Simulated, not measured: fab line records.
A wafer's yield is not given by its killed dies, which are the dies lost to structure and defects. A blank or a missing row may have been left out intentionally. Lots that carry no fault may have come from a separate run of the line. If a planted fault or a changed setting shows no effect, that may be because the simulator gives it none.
A struck lot beside a sound one | flow sky130 | 18 steps out of a route of 708
Sound: the wafers L733.1, L733.2, L733.5. Wafers L738.1, L738.4, L738.6 were the ones struck. At the end, the cause is stated.
For every step that has rows: the tool of each side, followed by ch and its chambers, followed by its first start. Under that, the readings that differ: sound wafers | struck wafers | difference of the means | sigmas: that difference in standard deviations of wafers without a fault.
alike: words and numbers the same on both sides, and readings whose means are apart by under 2 such deviations; not compared: readings that were withheld, readings missing a value for some wafer, numbers with overlapping values and no deviation given by the record, and bounds like >300 which may hide the same value.
A row with sigmas, a row that says differs or no value, or rows on one side alone: a step with any of these is where the two part. When numbers do not overlap yet have no deviation, they are printed without sigmas and do not part them. A reading that every wafer of one side lacks parts them only if that side has two wafers or more.

first, 3 steps without rows for these wafers: SKY_VIA1_EXPOSE_09 (exposes mask VIM, target cd 150 nm); SKY_VIA1_PEB_10; SKY_VIA1_DEVELOP_11 (develop time 60 s).
SKY_VIA1_CD_MEAS_12: target cd 150 nm.
  sound: cdSem-02 at day 37 15:26; struck: cdSem-01 at day 39 21:37
reading   | sound             | struck            | difference | sigmas
cdNm (nm) | 150.5 149.0 150.1 | 153.7 153.8 154.9 | +4.3       | +2
SKY_VIA1_OVL_MEAS_13:
  sound: overlay-01 at day 37 15:33; struck: overlay-02 at day 39 21:44
  alike: VIA1_OVL
SKY_VIA1_ETCH_14: etches BARC in N2/H2, stops on SiO2, time 45.9 s, target depth 60 nm.
  sound on rieDiel-01 ch 0,1, day 37 15:35; struck on rieDiel-01 ch 0,2,3, day 39 21:47
  alike: drypumpMotorCurrentA, h2FlowSccm, oesProductAu, throttleValvePct
  not compared: rfHoursCounterH
SKY_VIA1_ETCH_15: etches SiO2 in C4F8/O2/Ar, stops on TiN, target depth 351 nm, time 54 s.
  sound on rieDiel-01 ch 0,1, day 37 15:38; struck on rieDiel-01 ch 0,2,3, day 39 21:49
  alike: oesProductAu
  not compared: rfHoursCounterH
SKY_VIA1_STRIP_16: strips in O2/N2.
  sound on plasmaAsher-04 ch 0,1, day 37 15:41; struck on plasmaAsher-04 ch 0, day 39 21:52
  alike: drypumpMotorCurrentA, oesProductAu, stripTimeToEndpointS
  not compared: rfHoursCounterH
then, 3 steps without rows for these wafers: SKY_VIA1_STRIP_17 (strips in post etch residue remover, time 1200 s); SKY_VIA1_CLEAN_18 (cleans in IPA, time 180 s); SKY_VIA1_CLEAN_19 (cleans in O3/DIW).
SKY_VIA1_SPUTTER_20: material TiN, target thk 20 nm, time 80 s.
  sound: pvdSputter-02 at day 37 16:16; struck: pvdSputter-01 at day 39 22:28
  alike: throttleValvePct
SKY_VIA1_CVD_21: deposits W, target thk 270 nm, time 80.902 s.
  sound on cvdW-02 ch 0,1, day 37 16:20; struck on cvdW-02 ch 0, day 39 22:31
reading                           | sound             | struck            | difference | sigmas
model.W_of_VIA1_CVD_21.thkNm (nm) | 270.7 269.8 271.5 | 409.7 410.7 409.4 | +139.3     | 
  alike: heaterPowerW
SKY_VIA1_RS_MEAS_22: measures by four-point-probe.
  sound: filmMetro-02 at day 37 16:25; struck: filmMetro-03 at day 39 22:37
reading            | sound             | struck            | difference | sigmas
VIA1_W_RS (ohm/sq) | 0.426 0.426 0.424 | 0.280 0.279 0.280 | -0.146     | -22
SKY_VIA1_THK_MEAS_23: measures by xrf.
  sound: filmMetro-02 at day 37 16:32; struck: filmMetro-03 at day 39 22:44
reading         | sound       | struck      | difference | sigmas
VIA1_W_THK (nm) | 267 265 267 | 392 390 392 | +125       | +27
SKY_VIA1_CMP_24: polishes, stops on SiO2, t overpolish 15 s, target thk 0 nm.
  sound on cmp-02 ch 1,3, day 37 16:36; struck on cmp-01 ch 0,3, day 39 22:47
reading             | sound    | struck     | difference | sigmas
timeToEndpointS (s) | 62 61 62 | 102 99 100 | +39        | +12
  alike: motorCurrentA
SKY_METAL2_SPUTTER_00: material Ti, target thk 15 nm, time 10 s.
  sound: pvdSputter-01 at day 37 16:54; struck: pvdSputter-02 at day 39 23:05
  alike: throttleValvePct
SKY_PAD_OPEN_PROBE_99:
  the record has rows for the sound wafers here (prober-01, day 48 15:01) and none for the struck ones

## WHERE THEY PART
First at SKY_VIA1_CD_MEAS_12; last, within this record, at SKY_PAD_OPEN_PROBE_99.

WHY: what the simulator had put in
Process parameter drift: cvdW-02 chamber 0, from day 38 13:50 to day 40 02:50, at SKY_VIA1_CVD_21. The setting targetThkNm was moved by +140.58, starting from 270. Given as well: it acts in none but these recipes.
